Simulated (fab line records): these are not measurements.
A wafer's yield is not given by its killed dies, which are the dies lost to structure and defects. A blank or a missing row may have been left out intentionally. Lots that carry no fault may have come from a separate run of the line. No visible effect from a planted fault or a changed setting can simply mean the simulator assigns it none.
Chamber matching + flow sfqLine + 4 sister chambers for SFQ_TRILAYER_I5_ETCH_VIA_ETCH_147 on rieDiel-01
The step etches the open film in CHF3, stops on Nb, target depth 360 nm. 7 wafers are shown with their chamber, then 6 later ones without.

## WAFERS WITH THEIR CHAMBER
| wafer  | chamber | drypumpMotorCurrentA (A) | rfFwdPowerW (W) |
|--------|---------|--------------------------|-----------------|
| L811.6 | 2       | 6.0                      | 496.8           |
| L812.3 | 2       | 5.9                      | 496.4           |
| L813.1 | 3       | 5.9                      | 499.8           |
| L813.2 | 0       | 5.5                      | 500.2           |
| L813.5 | 1       | 5.1                      | 498.6           |
| L817.2 | 3       | 5.9                      | 499.4           |
| L817.6 | 0       | 5.5                      | 499.3           |

## WAFERS MISSING THEIR CHAMBER
| wafer  | drypumpMotorCurrentA (A) | rfFwdPowerW (W) |
|--------|--------------------------|-----------------|
| L830.1 | 5.9                      | 501.6           |
| L830.4 | 6.0                      | 497.6           |
| L830.5 | 5.5                      | 498.8           |
| L833.1 | 5.5                      | 499.1           |
| L833.2 | 5.9                      | 499.4           |
| L833.3 | 5.1                      | 497.4           |

## CHAMBER TAKEN BY EACH
| wafer  | from the rows above | in truth                   |
|--------|---------------------|----------------------------|
| L830.1 | 3                   | 3                          |
| L830.4 | 2                   | 2                          |
| L830.5 | 0                   | 0                          |
| L833.1 | 0                   | 0                          |
| L833.2 | 3                   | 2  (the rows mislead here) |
| L833.3 | 1                   | 1                          |
Correct placement for 5 of the 6. Left unplaced by these rows: 0. Number placed wrongly: 1.
How it was worked out, from the rows above alone: a wafer's distance from a chamber is the root of the sum, over the readings, of the square of ((its reading less the chamber's mean) divided by the reading's scatter). If the next closest chamber is less than 2 further off than the closest, the wafer can't be placed; otherwise it belongs to the closest. Each chamber's mean is taken over the wafers shown for it. The scatter is the square root of a quotient: the sum, over the shown wafers, of each reading's squared deviation from its chamber's mean, divided by wafers minus chambers.
